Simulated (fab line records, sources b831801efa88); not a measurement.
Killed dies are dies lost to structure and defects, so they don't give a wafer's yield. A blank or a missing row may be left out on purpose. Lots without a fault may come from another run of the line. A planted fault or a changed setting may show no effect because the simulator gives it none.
A struck lot beside a sound one | flow sky130 | 17 steps out of a route of 708
Sound: wafers L222.1, L222.3, L222.4. Struck: wafers L234.2, L234.4, L234.5. The cause comes at the end.
At each step with rows: each side's tool, then ch and its chambers, then its first start. Under that, the readings that differ: sound wafers | struck wafers | difference of the means | sigmas: that difference in standard deviations of wafers without a fault.
alike: readings whose means differ by less than 2 such deviations, and words and numbers that are the same on both sides. not compared: withheld readings, readings that some wafer has no value for, bounds like >300 that may hide the same value, and numbers for which the record gives no deviation and whose values overlap.
The two part at a step that has a row with sigmas, a row that says differs or no value, or rows on one side only. Numbers that don't overlap but have no deviation are shown without sigmas and don't part them. A reading that every wafer of one side lacks parts them only if that side has two wafers or more.

first, 5 steps without rows for these wafers: SKY_SD_N_COAT_02 (resist thk 1140 nm); SKY_SD_N_SOFTBAKE_03 (time 60 s); SKY_SD_N_EXPOSE_04 (exposes mask NSDM, target cd 380 nm); SKY_SD_N_PEB_05; SKY_SD_N_DEVELOP_06 (develop time 60 s).
SKY_SD_N_CD_MEAS_07: target cd 380 nm.
  sound on cd_sem-02, day 27 14:35; struck on cd_sem-02, day 32 03:40
  alike: cd_nm
SKY_SD_N_OVL_MEAS_08:
  sound on overlay-01, day 27 14:42; struck on overlay-01, day 32 03:46
  alike: SD_N_OVL
then, 2 steps without rows for these wafers: SKY_SD_N_IMPLANT_09; SKY_SD_N_IMPLANT_10.
SKY_SD_N_STRIP_11: strips in O2/N2.
  sound on plasma_asher-04 ch 0,1, day 27 15:02; struck on plasma_asher-02 ch 0,1, day 32 04:06
  alike: drypump_motor_current_A, n2_flow_sccm, oes_product_au, strip_time_to_endpoint_s
  not compared: rf_hours_counter_h
SKY_SD_N_TW_MEAS_12:
  sound on film_metro-01, day 27 15:08; struck on film_metro-03, day 32 04:13
  alike: SD_N_TW
then, 1 step without rows for these wafers: SKY_SD_N_CLEAN_13 (cleans in SC1/SC2, time 150 s).
SKY_SD_N_RTA_14: time 2 s.
  sound on rtp_anneal-02 ch 0, day 27 15:15; struck on rtp_anneal-02 ch 0, day 32 04:19
  alike: lamp_power_pct, wafer_temp_C_max
SKY_SD_N_RS_MEAS_16: measures by four-point-probe.
  sound on film_metro-03, day 27 15:25; struck on film_metro-02, day 32 04:31
  reading          | sound             | struck            | difference | sigmas
  SD_N_RS (ohm/sq) | 68.64 68.90 68.62 | 71.27 71.09 71.27 | +2.49      | +19
SKY_SD_N_RS_MEAS_17: measures by four-point-probe.
  sound on film_metro-03, day 27 15:32; struck on film_metro-02, day 32 04:38
  reading          | sound             | struck            | difference | sigmas
  SD_P_RS (ohm/sq) | 148.2 148.2 148.3 | 162.3 162.4 162.1 | +14.0      | +33
SKY_SD_N_RS_MEAS_18: measures by four-point-probe.
  sound on film_metro-03, day 27 15:40; struck on film_metro-02, day 32 04:45
  alike: RES_XHIGH_RS
-- the record jumps here: 17 days lie between the struck wafers' starts before and after (it left off in module SD_N and takes up again in module PAD_OPEN, whose first step shown is number 708 of the route) --
SKY_PAD_OPEN_PROBE_99:
  sound on prober-01, day 45 08:04; struck on prober-01, day 48 17:39
  reading                                            | sound             | struck            | difference | sigmas
  killed_at_M4_up                                    | 1 2 2             | 4 6 6             | +4         | +2
  model.etest.res_xhigh_po.line_ohm_um               | 5809 5804 5677    | 6533 6411 6180    | +611       |
  model.etest.res_xhigh_po.rs_ohm_sq_rim_less_centre | -113.5 -122 -126  | 601.8 579.9 565.7 | +703.0     |
  model.etest.res_xhigh_po.rs_ohm_sq_range           | 144.7 145.6 149.3 | 634.5 635.5 605.9 | +478.8     |
  model.etest.res_xhigh_po.rs_ohm_sq                 | 1996 2009 1949    | 2275 2249 2199    | +256       |
  model.etest.pfet_01v8.r_on_ohm_um                  | 2884 2878 2865    | 3108 3076 3121    | +226       |
  model.etest.res_pdiff.line_ohm_um                  | 1349 1364 1371    | 1540 1562 1534    | +184       |
  model.etest.tip_p.rs_ohm_sq_rim_less_centre        | 14.3 41.67 31.53  | 107.5 159.5 81.05 | +86.8      |
  alike: killed_at_M0_to_M3, killed_at_contacts, killed_at_front_end, killed_at_other, killed_dies, killed_open, killed_short
  not compared: model.etest.tip_p.rs_ohm_sq

WHERE THEY PART
First at SKY_SD_N_RS_MEAS_16; last, within this record, at SKY_PAD_OPEN_PROBE_99.

WHY: what the simulator had put in
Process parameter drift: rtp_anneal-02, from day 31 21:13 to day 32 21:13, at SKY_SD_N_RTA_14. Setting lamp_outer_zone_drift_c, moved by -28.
